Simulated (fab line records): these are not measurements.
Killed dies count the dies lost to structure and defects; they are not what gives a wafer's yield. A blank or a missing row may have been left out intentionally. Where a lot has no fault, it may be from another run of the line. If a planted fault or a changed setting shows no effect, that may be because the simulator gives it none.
fab line records + flow sky130
record:
- lots: 13
- wafers: 39
- lastDay: 50
route steps=708 shown POLY_GATE@230 LDD_P@262 POLY_CUT@319 SD_P@327 PAD_OPEN@708
lots with no fault: from the same line, run without faults
startH: hours from the record's opening day to when the first of the lot's shown wafers began + waitH: how many hours have passed since the lot's step before this one + " unchanged from the row above + L1.1+2: several wafers, shown together as one row + - value missing, or start not given + * or withheld: withheld + < > ~ a bound
route shown NAME@n: names a module that has steps shown in the file, with the first one's number in the route + usual: average and standard deviation across the fault-free wafers + same: alike in all rows + chamber/n: place in a boat + sites: each site's reading + _std_site: their standard deviation + _edge_site: outer sites' mean less inner sites' + radiusMm: how far each site lies from the wafer's centre + mask NAME#n: copy n + behind: the tool/chamber that last shaped the wafer + hold: the reason the lot was held/the length of the hold in hours/how it ended + device: transistor that didn't switch, given as n, p or np + end of line: tests run on the same wafers once the route is complete + step lacking rows: just its recipe + killed: dies that structure and defects cost at the first sort, which is not the same as the wafer's yield + map: a wafer's dies, x killed, . not, _ none there
set.NAME: the setting the step ran with; set.NAME@STEP: the setting that earlier step ran with + model.NAME: the simulator's own value behind a step, which no gauge read
a sample of lots followed through the steps of the route, with each step as a table and each wafer as a row
services: the hour from which a tool's chamber was out of use, counted from the record's first day as startH (under 0 if before that day), plus the number of hours and why
== steps ==
step: SKY_POLY_GATE_ETCH_16
recipe:
- stopOn: poly-Si
- chemistry: CH3F/O2
- target: Si3N4
- sourceW: 400
- biasW: 80
- pressureMtorr: 25
- ch3fFlowSccm: 40
- O2_flow_sccm: 30
- timeS: 147.5
- targetDepthA: 750
usual:
- drypumpMotorCurrentA: 5.6/0.4
- oesProductAu: 0.640/0.0051
- throttleValvePct: 10.535/0.0088
same:
- timeS: 147.5
| lot.wafer | tool       | chamber | startH | waitH | drypumpMotorCurrentA | oesProductAu | rfHoursCounterH | throttleValvePct |
|-----------|------------|---------|--------|-------|----------------------|--------------|-----------------|------------------|
| L951.3    | rieDiel-01 | 3       | 392.52 | 0.0   | 6.1                  | 0.637        | 1               | 10.531           |
| L951.4    | "          | 1       | "      | "     | 6.1                  | 0.641        | 0               | 10.546           |
| L951.6    | "          | 3       | "      | "     | 6.0                  | 0.646        | -               | 10.540           |
| L952.3    | rieDiel-04 | 1       | 392.72 | 0.0   | 5.4                  | 0.640        | 77              | 10.541           |
| L952.4    | "          | 3       | "      | "     | 5.3                  | 0.643        | 61              | 10.537           |
| L952.6    | "          | 2       | "      | "     | 5.1                  | 0.631        | -               | 10.540           |
| L953.4    | rieDiel-01 | 2       | 395.87 | 0.0   | 5.5                  | 0.636        | 3               | 10.537           |
| L953.5    | "          | 3       | "      | "     | 6.0                  | 0.633        | -               | 10.534           |
| L953.6    | "          | 0       | "      | "     | 5.5                  | 0.641        | -               | 10.535           |
| L954.4    | rieDiel-01 | 2       | 405.17 | 0.0   | 5.4                  | 0.640        | -               | 10.548           |
| L954.5    | "          | 0       | "      | "     | 5.5                  | 0.636        | -               | 10.525           |
| L954.6    | "          | 1       | "      | "     | 6.0                  | 0.634        | -               | 10.538           |
| L955.2    | rieDiel-04 | 2       | 420.12 | 0.0   | 5.0                  | 0.649        | 6               | 10.548           |
| L955.4    | "          | 3       | "      | "     | 5.3                  | 0.637        | 61              | 10.535           |
| L955.6    | "          | 1       | "      | "     | 5.4                  | 0.639        | -               | 10.527           |
| L957.1    | rieDiel-01 | 1       | 444.22 | 0.0   | 6.1                  | 0.638        | 2               | 10.531           |
| L957.4    | "          | 2       | "      | "     | 5.4                  | 0.639        | 4               | 10.529           |
| L957.5    | "          | 0       | "      | "     | 5.5                  | 0.637        | -               | 10.542           |
| L958.1    | rieDiel-03 | 2       | 451.42 | 0.0   | 5.9                  | 0.634        | 68              | 10.522           |
| L958.2    | "          | 1       | "      | "     | 6.1                  | 0.641        | 25              | 10.532           |
| L958.3    | "          | 3       | "      | "     | 6.4                  | 0.640        | 44              | 10.529           |
| L960.1    | rieDiel-03 | 0       | 464.43 | 0.0   | 5.3                  | 0.637        | 12              | 10.539           |
| L960.3    | "          | 2       | "      | "     | 5.8                  | 0.636        | 68              | 10.545           |
| L960.5    | "          | 0       | "      | "     | 5.2                  | 0.638        | -               | 10.559           |
| L966.3    | rieDiel-01 | 3       | 512.12 | 0.0   | 6.1                  | 0.635        | 3               | 10.535           |
| L966.4    | "          | 0       | "      | "     | 5.5                  | 0.638        | -               | 10.534           |
| L966.6    | "          | 1       | "      | "     | 6.1                  | 0.643        | -               | 10.547           |
| L967.3    | rieDiel-01 | 2       | 521.82 | 0.0   | 5.5                  | 0.656        | 5               | 10.529           |
| L967.4    | "          | 1       | "      | "     | 6.1                  | 0.644        | 3               | 10.538           |
| L967.6    | "          | 0       | "      | "     | 5.5                  | 0.638        | -               | 10.548           |
| L971.1    | rieDiel-04 | 2       | 552.72 | 0.0   | 5.0                  | 0.641        | 9               | 10.530           |
| L971.3    | "          | 3       | "      | "     | 5.3                  | 0.643        | 64              | 10.539           |
| L971.6    | "          | 1       | "      | "     | 5.4                  | 0.643        | -               | 10.523           |
| L972.2    | rieDiel-03 | 2       | 559.82 | 0.0   | 5.9                  | 0.644        | 70              | 10.524           |
| L972.5    | "          | 1       | "      | "     | 6.0                  | 0.647        | -               | 10.539           |
| L972.6    | "          | 0       | "      | "     | 5.2                  | 0.640        | -               | 10.530           |
| L973.2    | rieDiel-04 | 3       | 569.92 | 0.0   | 5.3                  | 0.630        | 64              | 10.527           |
| L973.3    | "          | 0       | "      | "     | 5.8                  | 0.643        | 13              | 10.536           |
| L973.5    | "          | 0       | "      | "     | 5.7                  | 0.630        | -               | 10.539           |
step: SKY_LDD_P_CD_MEAS_07
recipe:
- targetCdNm: 380
usual:
- cdNm: 379.9/2.4
| lot.wafer | tool     | chamber | startH | waitH | cdNm  |
|-----------|----------|---------|--------|-------|-------|
| L951.3    | cdSem-01 | -       | 457.14 | 0.1   | 381.7 |
| L951.4    | "        | -       | "      | "     | 377.3 |
| L951.6    | "        | -       | "      | "     | 378.1 |
| L952.3    | cdSem-02 | -       | 457.18 | 0.1   | 379.6 |
| L952.4    | "        | -       | "      | "     | 375.6 |
| L952.6    | "        | -       | "      | "     | 377.3 |
| L953.4    | cdSem-01 | -       | 458.96 | 0.1   | 381.2 |
| L953.5    | "        | -       | "      | "     | 378.7 |
| L953.6    | "        | -       | "      | "     | 382.3 |
| L954.4    | cdSem-01 | -       | 470.95 | 0.1   | 378.4 |
| L954.5    | "        | -       | "      | "     | 377.5 |
| L954.6    | "        | -       | "      | "     | 378.2 |
| L955.2    | cdSem-01 | -       | 485.21 | 0.1   | 380.8 |
| L955.4    | "        | -       | "      | "     | 383.9 |
| L955.6    | "        | -       | "      | "     | 382.4 |
| L957.1    | cdSem-01 | -       | 509.05 | 0.1   | 379.8 |
| L957.4    | "        | -       | "      | "     | 380.3 |
| L957.5    | "        | -       | "      | "     | 381.9 |
| L958.1    | cdSem-01 | -       | 516.53 | 0.1   | 382.0 |
| L958.2    | "        | -       | "      | "     | 380.5 |
| L958.3    | "        | -       | "      | "     | 379.0 |
| L960.1    | cdSem-01 | -       | 527.35 | 0.1   | 383.2 |
| L960.3    | "        | -       | "      | "     | 381.1 |
| L960.5    | "        | -       | "      | "     | 383.8 |
| L966.3    | cdSem-02 | -       | 575.02 | 0.1   | 382.2 |
| L966.4    | "        | -       | "      | "     | 382.3 |
| L966.6    | "        | -       | "      | "     | 381.0 |
| L967.3    | cdSem-01 | -       | 584.22 | 0.1   | 381.4 |
| L967.4    | "        | -       | "      | "     | 381.1 |
| L967.6    | "        | -       | "      | "     | 381.5 |
| L971.1    | cdSem-01 | -       | 613.80 | 0.1   | 378.3 |
| L971.3    | "        | -       | "      | "     | 376.4 |
| L971.6    | "        | -       | "      | "     | 376.9 |
| L972.2    | cdSem-01 | -       | 620.97 | 0.1   | 378.8 |
| L972.5    | "        | -       | "      | "     | 375.4 |
| L972.6    | "        | -       | "      | "     | 376.4 |
| L973.2    | cdSem-02 | -       | 630.91 | 0.1   | 381.8 |
| L973.3    | "        | -       | "      | "     | 382.8 |
| L973.5    | "        | -       | "      | "     | 386.3 |
step: SKY_POLY_CUT_STRIP_12
recipe:
- chemistry: O2/N2
- powerW: 1400
- pressureMtorr: 1500
- platenTempC: withheld
- o2FlowSccm: 3000
- n2FlowSccm: 300
- overashFraction: 0.5
usual:
- chamberPressureMTorr: 1500.0/1.3
- drypumpMotorCurrentA: 5.8/0.36
- oesProductAu: 0.453/0.0046
- stripTimeToEndpointS: 5.355/0.015
| lot.wafer | tool           | chamber | startH | waitH | chamberPressureMTorr | drypumpMotorCurrentA | oesProductAu | rfHoursCounterH | stripTimeToEndpointS |
|-----------|----------------|---------|--------|-------|----------------------|----------------------|--------------|-----------------|----------------------|
| L951.3    | plasmaAsher-01 | 1       | 580.33 | 0.1   | 1498.6               | 5.9                  | 0.448        | -               | 5.355                |
| L951.4    | "              | 0       | "      | "     | 1499.6               | 6.3                  | 0.452        | -               | 5.359                |
| L951.6    | "              | 0       | "      | "     | 1499.8               | 6.2                  | 0.447        | -               | 5.369                |
| L952.3    | plasmaAsher-01 | 1       | 583.31 | 0.1   | 1500.5               | 5.9                  | 0.457        | -               | 5.374                |
| L952.4    | "              | 0       | "      | "     | 1499.8               | 6.2                  | 0.452        | -               | 5.342                |
| L952.6    | "              | 0       | "      | "     | 1500.6               | 6.2                  | 0.459        | -               | 5.349                |
| L953.4    | plasmaAsher-02 | 1       | 583.66 | 0.0   | 1500.2               | 5.7                  | 0.453        | -               | 5.358                |
| L953.5    | "              | 0       | "      | "     | 1501.4               | 6.0                  | 0.463        | -               | 5.381                |
| L953.6    | "              | 1       | "      | "     | 1499.0               | 5.7                  | 0.447        | -               | 5.328                |
| L954.4    | plasmaAsher-04 | 1       | 595.30 | 0.1   | 1502.0               | 5.1                  | 0.447        | -               | 5.351                |
| L954.5    | "              | 1       | "      | "     | 1500.4               | 5.1                  | 0.455        | -               | 5.360                |
| L954.6    | "              | 0       | "      | "     | 1500.7               | 5.5                  | 0.458        | -               | 5.362                |
| L955.2    | plasmaAsher-04 | 1       | 612.24 | 0.0   | 1499.4               | 5.2                  | 0.454        | 91              | 5.353                |
| L955.4    | "              | 1       | "      | "     | 1497.0               | 5.1                  | 0.452        | -               | 5.353                |
| L955.6    | "              | 0       | "      | "     | 1499.1               | 5.6                  | 0.459        | -               | 5.334                |
| L957.1    | plasmaAsher-02 | 1       | 631.78 | 0.0   | 1500.2               | 5.7                  | 0.449        | 84              | 5.356                |
| L957.4    | "              | 0       | "      | "     | 1500.2               | 6.0                  | 0.447        | -               | 5.354                |
| L957.5    | "              | 1       | "      | "     | 1501.4               | 5.7                  | 0.453        | -               | 5.358                |
| L958.1    | plasmaAsher-01 | 0       | 638.03 | 0.0   | 1500.3               | 6.2                  | 0.448        | 20              | 5.380                |
| L958.2    | "              | 1       | "      | "     | 1500.8               | 5.9                  | 0.455        | 20              | 5.353                |
| L958.3    | "              | 0       | "      | "     | 1500.1               | 6.2                  | 0.448        | -               | 5.342                |
| L960.1    | plasmaAsher-01 | 1       | 651.26 | 0.0   | 1500.5               | 5.9                  | 0.450        | 21              | 5.386                |
| L960.3    | "              | 0       | "      | "     | 1500.3               | 6.2                  | 0.443        | -               | 5.367                |
| L960.5    | "              | 0       | "      | "     | 1498.3               | 6.2                  | 0.453        | -               | 5.386                |
| L966.3    | plasmaAsher-01 | 1       | 693.90 | 0.1   | -                    | -                    | -            | -               | -                    |
| L966.4    | "              | 0       | "      | "     | -                    | -                    | -            | -               | -                    |
| L966.6    | "              | 1       | "      | "     | -                    | -                    | -            | -               | -                    |
| L967.3    | plasmaAsher-01 | 1       | 702.52 | 0.1   | -                    | -                    | -            | -               | -                    |
| L967.4    | "              | 0       | "      | "     | -                    | -                    | -            | -               | -                    |
| L967.6    | "              | 1       | "      | "     | -                    | -                    | -            | -               | -                    |
| L971.1    | plasmaAsher-01 | 1       | 746.48 | 0.0   | 1499.8               | 5.9                  | 0.448        | 31              | 5.356                |
| L971.3    | "              | 1       | "      | "     | 1498.7               | 5.9                  | 0.447        | -               | 5.360                |
| L971.6    | "              | 0       | "      | "     | 1502.2               | 6.2                  | 0.461        | -               | 5.372                |
| L972.2    | plasmaAsher-02 | 1       | 746.77 | 0.0   | 1502.1               | 5.7                  | 0.451        | 95              | 5.368                |
| L972.5    | "              | 0       | "      | "     | 1500.4               | 6.0                  | 0.456        | -               | 5.335                |
| L972.6    | "              | 1       | "      | "     | 1499.2               | 5.7                  | 0.449        | -               | 5.355                |
| L973.2    | plasmaAsher-01 | 1       | 747.04 | 0.0   | 1501.3               | 5.9                  | 0.455        | 31              | 5.358                |
| L973.3    | "              | 1       | "      | "     | 1500.5               | 5.9                  | 0.453        | -               | 5.356                |
| L973.5    | "              | 0       | "      | "     | 1501.9               | 6.2                  | 0.459        | -               | 5.395                |
step: SKY_SD_P_CD_MEAS_07
recipe:
- targetCdNm: 380
usual:
- cdNm: 380.6/2.4
| lot.wafer | tool     | chamber | startH | waitH | cdNm  |
|-----------|----------|---------|--------|-------|-------|
| L951.3    | cdSem-01 | -       | 609.94 | 0.1   | 381.4 |
| L951.4    | "        | -       | "      | "     | 380.6 |
| L951.6    | "        | -       | "      | "     | 379.5 |
| L952.3    | cdSem-02 | -       | 611.97 | 0.1   | 381.9 |
| L952.4    | "        | -       | "      | "     | 381.4 |
| L952.6    | "        | -       | "      | "     | 380.0 |
| L953.4    | cdSem-02 | -       | 612.74 | 0.1   | 384.4 |
| L953.5    | "        | -       | "      | "     | 383.9 |
| L953.6    | "        | -       | "      | "     | 384.5 |
| L954.4    | cdSem-01 | -       | 624.44 | 0.1   | 384.1 |
| L954.5    | "        | -       | "      | "     | 382.7 |
| L954.6    | "        | -       | "      | "     | 383.1 |
| L955.2    | cdSem-02 | -       | 640.70 | 0.1   | 376.4 |
| L955.4    | "        | -       | "      | "     | 377.3 |
| L955.6    | "        | -       | "      | "     | 377.8 |
| L957.1    | cdSem-02 | -       | 660.38 | 0.1   | 378.2 |
| L957.4    | "        | -       | "      | "     | 379.8 |
| L957.5    | "        | -       | "      | "     | 378.7 |
| L958.1    | cdSem-01 | -       | 666.58 | 0.1   | 376.7 |
| L958.2    | "        | -       | "      | "     | 375.6 |
| L958.3    | "        | -       | "      | "     | 376.7 |
| L960.1    | cdSem-01 | -       | 678.83 | 0.1   | 381.0 |
| L960.3    | "        | -       | "      | "     | 379.5 |
| L960.5    | "        | -       | "      | "     | 380.3 |
| L971.1    | cdSem-01 | -       | 773.85 | 0.1   | 382.2 |
| L971.3    | "        | -       | "      | "     | 383.6 |
| L971.6    | "        | -       | "      | "     | 384.7 |
| L972.2    | cdSem-02 | -       | 774.17 | 0.1   | 379.7 |
| L972.5    | "        | -       | "      | "     | 377.5 |
| L972.6    | "        | -       | "      | "     | 378.5 |
| L973.2    | cdSem-01 | -       | 774.25 | 0.1   | 384.7 |
| L973.3    | "        | -       | "      | "     | 381.4 |
| L973.5    | "        | -       | "      | "     | 378.3 |
step: SKY_PAD_OPEN_PROBE_99
usual:
- killed_at_M0_to_M3: 43/6.6
- killed_at_M4_up: 2.9/1.8
- killedAtContacts: 25/5.3
- killedAtFrontEnd: 15/4.1
- killedAtOther: 0.3/0.6
- killedDies: 86/8.8
- killedOnRim: 17/3.5
- killedOpen: 47/6.7
- killedShort: 39/6.2
same:
- grossDies: 492
- killedAtBackSide: 0
| lot.wafer | tool      | chamber | startH  | waitH | killed_at_M0_to_M3 | killed_at_M4_up | killedAtContacts | killedAtFrontEnd | killedAtOther | killedDies | killedOnRim | killedOpen | killedShort |
|-----------|-----------|---------|---------|-------|--------------------|-----------------|------------------|------------------|---------------|------------|-------------|------------|-------------|
| L954.4    | prober-01 | -       | 1101.51 | 0.2   | 35                 | 2               | 22               | 14               | 0             | 73         | 17          | 38         | 35          |
| L954.5    | prober-01 | -       | 1101.56 | 0.2   | 39                 | 3               | 31               | 13               | 0             | 86         | 17          | 49         | 37          |
| L954.6    | prober-01 | -       | 1101.61 | 0.2   | 56                 | 3               | 20               | 12               | 0             | 91         | 12          | 46         | 45          |
| L957.1    | prober-02 | -       | 1128.68 | 0.1   | 32                 | 7               | 21               | 18               | 0             | 78         | 20          | 35         | 43          |
| L957.4    | prober-02 | -       | 1128.83 | 0.2   | 67                 | 4               | 17               | 12               | 0             | 100        | 17          | 57         | 43          |
| L957.5    | prober-02 | -       | 1128.88 | 0.2   | 42                 | 1               | 34               | 12               | 0             | 89         | 19          | 54         | 35          |
| L958.1    | prober-01 | -       | 1133.77 | 0.1   | 43                 | 3               | 19               | 12               | 0             | 77         | 14          | 56         | 21          |
| L958.2    | prober-01 | -       | 1133.82 | 0.1   | 39                 | 2               | 16               | 24               | 0             | 81         | 16          | 35         | 46          |
| L958.3    | prober-01 | -       | 1133.87 | 0.2   | 35                 | 5               | 27               | 13               | 0             | 80         | 17          | 41         | 39          |
| L960.1    | prober-02 | -       | 1141.26 | 0.1   | 43                 | 2               | 17               | 13               | 0             | 75         | 17          | 39         | 36          |
| L960.3    | prober-02 | -       | 1141.36 | 0.2   | 38                 | 6               | 29               | 18               | 0             | 91         | 21          | 49         | 42          |
| L960.5    | prober-02 | -       | 1141.46 | 0.2   | 54                 | 0               | 26               | 9                | 0             | 89         | 14          | 48         | 41          |
| L966.3    | prober-02 | -       | 1170.21 | 0.2   | 42                 | 3               | 22               | 425              | 0             | 492        | 96          | 46         | 34          |
| L966.4    | prober-02 | -       | 1170.26 | 0.2   | 46                 | 1               | 19               | 426              | 0             | 492        | 96          | 42         | 36          |
| L966.6    | prober-02 | -       | 1170.36 | 0.2   | 42                 | 3               | 26               | 420              | 1             | 492        | 96          | 41         | 47          |
| L967.3    | prober-01 | -       | 1176.62 | 0.2   | 38                 | 3               | 30               | 421              | 0             | 492        | 96          | 43         | 36          |
| L967.4    | prober-01 | -       | 1176.67 | 0.2   | 29                 | 2               | 26               | 435              | 0             | 492        | 96          | 33         | 31          |
| L967.6    | prober-01 | -       | 1176.77 | 0.2   | 43                 | 8               | 17               | 424              | 0             | 492        | 96          | 39         | 44          |
killed by level:class
L954.4 CONTACT:geometricParticle:open=8 LI_CONTACT:geometricParticle:open=7 VIA1:geometricParticle:open=6 METAL3:geometricParticle:short=6 FIELD_ISO:geometricParticle:open=5 VIA2:geometricParticle:open=5 VIA3:geometricParticle:open=5 FIELD_ISO:geometricParticle:short=4
L954.5 LI_CONTACT:geometricParticle:open=13 VIA1:geometricParticle:open=12 CONTACT:geometricParticle:short=7 CONTACT:geometricParticle:open=6 METAL1:geometricParticle:short=6 FIELD_ISO:geometricParticle:open=5 METAL2:geometricParticle:short=5 VIA1:geometricParticle:short=4
L954.6 VIA1:geometricParticle:open=15 VIA2:geometricParticle:short=7 VIA1:geometricParticle:short=6 VIA3:geometricParticle:open=6 METAL2:geometricParticle:short=6 VIA2:geometricParticle:open=6 CONTACT:geometricParticle:short=5 LI_CONTACT:geometricParticle:open=5
L957.1 CONTACT:geometricParticle:open=7 POLY_GATE:geometricParticle:short=5 POLY_GATE:geometricParticle:open=5 CONTACT:geometricParticle:short=5 METAL2:geometricParticle:short=5 VIA2:geometricParticle:open=5 METAL3:geometricParticle:short=5 METAL4:geometricParticle:short=5
L957.4 VIA3:geometricParticle:open=11 VIA1:geometricParticle:open=11 CONTACT:geometricParticle:open=9 METAL1:geometricParticle:short=8 VIA2:geometricParticle:open=7 METAL2:geometricParticle:short=5 VIA3:geometricParticle:short=5 VIA2:geometricParticle:short=4
L957.5 CONTACT:geometricParticle:open=13 VIA1:geometricParticle:open=9 VIA3:geometricParticle:open=8 VIA1:geometricParticle:short=7 VIA2:geometricParticle:open=7 LI_CONTACT:geometricParticle:open=6 CONTACT:geometricParticle:short=6 FIELD_ISO:geometricParticle:open=5
L958.1 VIA1:geometricParticle:open=14 CONTACT:geometricParticle:open=10 VIA2:geometricParticle:open=10 VIA1:geometricParticle:short=5 POLY_GATE:geometricParticle:short=4 VIA3:geometricParticle:open=4 LOCAL_INTERCONNECT:geometricParticle:open=4 FIELD_ISO:geometricParticle:open=3
L958.2 POLY_GATE:geometricParticle:short=11 VIA1:geometricParticle:open=10 VIA1:geometricParticle:short=7 FIELD_ISO:geometricParticle:short=6 VIA2:geometricParticle:open=6 VIA3:geometricParticle:short=6 LI_CONTACT:geometricParticle:open=5 METAL1:geometricParticle:short=5
L958.3 VIA1:geometricParticle:open=11 CONTACT:geometricParticle:open=11 POLY_GATE:geometricParticle:short=6 VIA1:geometricParticle:short=5 VIA3:geometricParticle:open=5 FIELD_ISO:geometricParticle:short=4 LI_CONTACT:geometricParticle:short=4 LI_CONTACT:geometricParticle:open=4
L960.1 VIA3:geometricParticle:open=11 VIA1:geometricParticle:open=7 LOCAL_INTERCONNECT:geometricParticle:short=6 VIA2:geometricParticle:open=5 VIA3:geometricParticle:short=5 FIELD_ISO:geometricParticle:short=4 LI_CONTACT:geometricParticle:open=4 CONTACT:geometricParticle:open=4
L960.3 CONTACT:geometricParticle:open=12 LI_CONTACT:geometricParticle:open=7 FIELD_ISO:geometricParticle:open=6 CONTACT:geometricParticle:short=6 VIA2:geometricParticle:open=6 METAL1:geometricParticle:short=6 VIA1:geometricParticle:short=6 POLY_GATE:geometricParticle:open=5
L960.5 VIA1:geometricParticle:open=16 CONTACT:geometricParticle:short=8 CONTACT:geometricParticle:open=8 VIA2:geometricParticle:open=7 METAL1:geometricParticle:short=6 VIA3:geometricParticle:open=6 LI_CONTACT:geometricParticle:open=5 METAL2:geometricParticle:short=5
L966.3 SD_P:areaStrip=412 VIA1:geometricParticle:open=13 CONTACT:geometricParticle:open=8 VIA2:geometricParticle:open=8 LI_CONTACT:geometricParticle:open=6 METAL1:geometricParticle:short=6 FIELD_ISO:geometricParticle:short=5 LOCAL_INTERCONNECT:geometricParticle:short=5
L966.4 SD_P:areaStrip=414 VIA3:geometricParticle:open=15 VIA1:geometricParticle:open=8 FIELD_ISO:geometricParticle:short=5 LI_CONTACT:geometricParticle:open=5 VIA1:geometricParticle:short=5 LOCAL_INTERCONNECT:geometricParticle:short=4 CONTACT:geometricParticle:open=4
L966.6 SD_P:areaStrip=403 VIA3:geometricParticle:open=8 LOCAL_INTERCONNECT:geometricParticle:short=7 CONTACT:geometricParticle:short=7 FIELD_ISO:geometricParticle:open=6 LI_CONTACT:geometricParticle:open=6 METAL1:geometricParticle:short=6 METAL2:geometricParticle:short=6
L967.3 SD_P:areaStrip=413 LI_CONTACT:geometricParticle:open=10 CONTACT:geometricParticle:open=10 METAL2:geometricParticle:short=7 VIA3:geometricParticle:open=7 VIA2:geometricParticle:open=6 METAL1:geometricParticle:short=6 VIA1:geometricParticle:open=5
L967.4 SD_P:areaStrip=428 LI_CONTACT:geometricParticle:open=11 VIA1:geometricParticle:open=9 LOCAL_INTERCONNECT:geometricParticle:short=5 CONTACT:geometricParticle:short=5 VIA2:geometricParticle:short=4 VIA1:geometricParticle:short=4 VIA3:geometricParticle:open=3
L967.6 SD_P:areaStrip=409 VIA1:geometricParticle:short=8 VIA1:geometricParticle:open=8 LI_CONTACT:geometricParticle:short=7 METAL2:geometricParticle:short=6 CONTACT:geometricParticle:open=6 METAL4:geometricParticle:short=6 METAL1:geometricParticle:open=5
== services ==
| tool           | chamber | startH | hours | kind   |
|----------------|---------|--------|-------|--------|
| rieDiel-03     | -       | 386.31 | 14.6  | pm     |
| plasmaAsher-01 | -       | 391.11 | 0.7   | repair |
| rieDiel-04     | 1       | 393.59 | 3.8   | repair |
| rieDiel-01     | 3       | 401.60 | 37.0  | repair |
| plasmaAsher-02 | -       | 414.82 | 3.0   | repair |
| plasmaAsher-01 | -       | 421.25 | 9.0   | pm     |
| rieDiel-03     | -       | 426.80 | 2.6   | repair |
| plasmaAsher-01 | -       | 462.37 | 11.4  | repair |
| rieDiel-01     | 2       | 486.50 | 26.6  | repair |
| rieDiel-04     | -       | 489.53 | 0.3   | repair |
| rieDiel-03     | -       | 500.92 | 2.3   | repair |
| rieDiel-03     | 0       | 513.05 | 8.7   | repair |
| rieDiel-03     | 1       | 529.59 | 4.1   | repair |
| plasmaAsher-02 | -       | 542.48 | 1.1   | repair |
| rieDiel-01     | 3       | 544.69 | 2.2   | repair |
| plasmaAsher-02 | -       | 565.86 | 4.8   | repair |
| rieDiel-01     | 3       | 601.57 | 63.4  | repair |
| rieDiel-04     | 0       | 649.03 | 4.5   | repair |
| rieDiel-04     | 1       | 671.67 | 9.0   | repair |
| rieDiel-04     | -       | 686.75 | 0.8   | repair |
| rieDiel-01     | 0       | 721.76 | 9.7   | repair |
| rieDiel-01     | 3       | 724.90 | 10.0  | repair |
| rieDiel-04     | -       | 737.98 | 2.8   | pm     |
| rieDiel-01     | 2       | 747.04 | 12.2  | repair |
== key ==
firstSign:
- step: SKY_POLY_CUT_STRIP_12
- reading: toolRecord
- direction: missing
effect:
- step: SKY_PAD_OPEN_PROBE_99
- reading: killedAtFrontEnd
- direction: up
- sigmas: 99+
- usual: 15
- struck: 425
moreKillsBornAt:
- SKY_POLY_CUT_STRIP_12@plasmaAsher-01: 2479
metAt SKY_POLY_CUT_STRIP_12
struckLots L966,L967
laterRowsLeftOut L966.3,L966.4,L966.6,L967.3,L967.4,L967.6
testerLeftOut L966,L967
notActingAt SKY_POLY_GATE_ETCH_16,SKY_LDD_P_CD_MEAS_07,SKY_SD_P_CD_MEAS_07
onsetBetween 651.26 693.90
fault:
- kind: skippedStepWhole
- tool: plasmaAsher-01
- chamber: -
- onsetH: 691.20
- steps: SKY_POLY_CUT_STRIP_12
- scope: struckLotsOnly
testerLeftOut: of these lots the tester's yield and bins aren't shown, on N5 and GAA mostly nor the transistor test; their killed dies are dies lost to structure and defects alone, not to doping, threshold or leakage, so they don't give the yield
laterRowsLeftOut: the simulator's readings of these wafers behind a module that went badly wrong aren't trusted and aren't shown, but for the sort
